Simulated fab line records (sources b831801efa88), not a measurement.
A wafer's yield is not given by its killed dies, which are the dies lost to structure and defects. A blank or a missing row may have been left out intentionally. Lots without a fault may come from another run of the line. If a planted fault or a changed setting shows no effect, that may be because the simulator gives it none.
Which tool did it? / flow gf180mcu / 13 lots with 39 wafers sampled at 2 steps, on a route of 602 steps

WHAT THE GAUGES SHOWED, per wafer
GF_V5_THK_MEAS_03.
lot=L412; measured=day 26 14:02; on=film-metro-03; V5_CVD_02_THK (nm)=1426 1415 1432
lot=L413; measured=day 26 17:47; on=film-metro-03; V5_CVD_02_THK (nm)=1428 1435 1439
lot=L414; measured=day 27 02:05; on=film-metro-01; V5_CVD_02_THK (nm)=1423 1406 1428
lot=L415; measured=day 27 02:26; on=film-metro-01; V5_CVD_02_THK (nm)=1425 1422 1426
lot=L416; measured=day 27 23:13; on=film-metro-01; V5_CVD_02_THK (nm)=1437 1453 1452
lot=L417; measured=day 28 03:47; on=film-metro-01; V5_CVD_02_THK (nm)=1426 1439 1413
lot=L418; measured=day 28 14:01; on=film-metro-02; V5_CVD_02_THK (nm)=1440 1462 1450
lot=L419; measured=day 29 02:16; on=film-metro-03; V5_CVD_02_THK (nm)=1440 1439 1460
lot=L421; measured=day 29 13:23; on=film-metro-03; V5_CVD_02_THK (nm)=1441 1452 1472
lot=L427; measured=day 30 22:41; on=film-metro-01; V5_CVD_02_THK (nm)=1437 1475 1492
lot=L429; measured=day 31 12:49; on=film-metro-01; V5_CVD_02_THK (nm)=1457 1485 1465
lot=L432; measured=day 32 03:07; on=film-metro-03; V5_CVD_02_THK (nm)=1453 1490 1454
lot=L434; measured=day 32 12:30; on=film-metro-03; V5_CVD_02_THK (nm)=1457 1470 1460

WHICH TOOL RAN EACH LOT (tool, then ch and the chambers of the sampled wafers, then the start)
lot=L412; GF_V2_CVD_00=hdpcvd-02 ch 0,1, day 19 11:38
lot=L413; GF_V2_CVD_00=hdpcvd-02 ch 0,1,2, day 19 15:26
lot=L414; GF_V2_CVD_00=hdpcvd-02 ch 0,1,2, day 20 01:54
lot=L415; GF_V2_CVD_00=hdpcvd-01 ch 0,1,2, day 20 02:13
lot=L416; GF_V2_CVD_00=hdpcvd-01 ch 0,1, day 21 04:10
lot=L417; GF_V2_CVD_00=hdpcvd-02 ch 0,1,2, day 21 10:05
lot=L418; GF_V2_CVD_00=hdpcvd-01 ch 0,2, day 21 20:41
lot=L419; GF_V2_CVD_00=hdpcvd-02 ch 0,1, day 22 12:38
lot=L421; GF_V2_CVD_00=hdpcvd-02 ch 0,1,2, day 23 00:28
lot=L427; GF_V2_CVD_00=hdpcvd-01 ch 0,1,2, day 24 18:38
lot=L429; GF_V2_CVD_00=hdpcvd-01 ch 0,1, day 25 09:13
lot=L432; GF_V2_CVD_00=hdpcvd-01 ch 0,1,2, day 26 03:44
lot=L434; GF_V2_CVD_00=hdpcvd-02 ch 0,2, day 26 16:31
- GF_V2_CVD_00: deposits SiO2, target thk 600 nm, time 100 s.

AS READ BY THE TOOLS THEMSELVES (means over the sampled wafers that have a number; for cases with no such wafer, the mark the record gives instead)
GF_V2_CVD_00.
lot=L412; tool=hdpcvd-02; pressure-mtorr (mTorr)=6.001
lot=L413; tool=hdpcvd-02; pressure-mtorr (mTorr)=6.003
lot=L414; tool=hdpcvd-02; pressure-mtorr (mTorr)=6.010
lot=L415; tool=hdpcvd-01; pressure-mtorr (mTorr)=6.002
lot=L416; tool=hdpcvd-01; pressure-mtorr (mTorr)=6.002
lot=L417; tool=hdpcvd-02; pressure-mtorr (mTorr)=6.000
lot=L418; tool=hdpcvd-01; pressure-mtorr (mTorr)=6.016
lot=L419; tool=hdpcvd-02; pressure-mtorr (mTorr)=6.011
lot=L421; tool=hdpcvd-02; pressure-mtorr (mTorr)=5.999
lot=L427; tool=hdpcvd-01; pressure-mtorr (mTorr)=5.999
lot=L429; tool=hdpcvd-01; pressure-mtorr (mTorr)=6.009
lot=L432; tool=hdpcvd-01; pressure-mtorr (mTorr)=5.992
lot=L434; tool=hdpcvd-02; pressure-mtorr (mTorr)=6.001

THE ANSWER, worked out from the rows above alone
Rule: usual is defined by the lots themselves. Put in order of their means at a reading, lots are off if they are a third of the lots or fewer, leave a main group of 4 or more, and stand apart from it by a gap of 3 or more times the standard deviation of the main group's means; of several such gaps the widest counts. Not used: any main group whose means are identical at the precision the tables above print for the reading. A lot without any number at a reading at which 4 lots or more have one is off too. Any other lot the step has rows for is counted as sound. First the gauges in route order, then the tools' own readings, where a lot's mean is used as printed above. At the first step where some lot is off, the reading lying furthest off is the one used; lots without a number count as furthest.
None of the lots is off at any reading shown; this tells nothing.

WHAT THE SIMULATOR HAD INSERTED
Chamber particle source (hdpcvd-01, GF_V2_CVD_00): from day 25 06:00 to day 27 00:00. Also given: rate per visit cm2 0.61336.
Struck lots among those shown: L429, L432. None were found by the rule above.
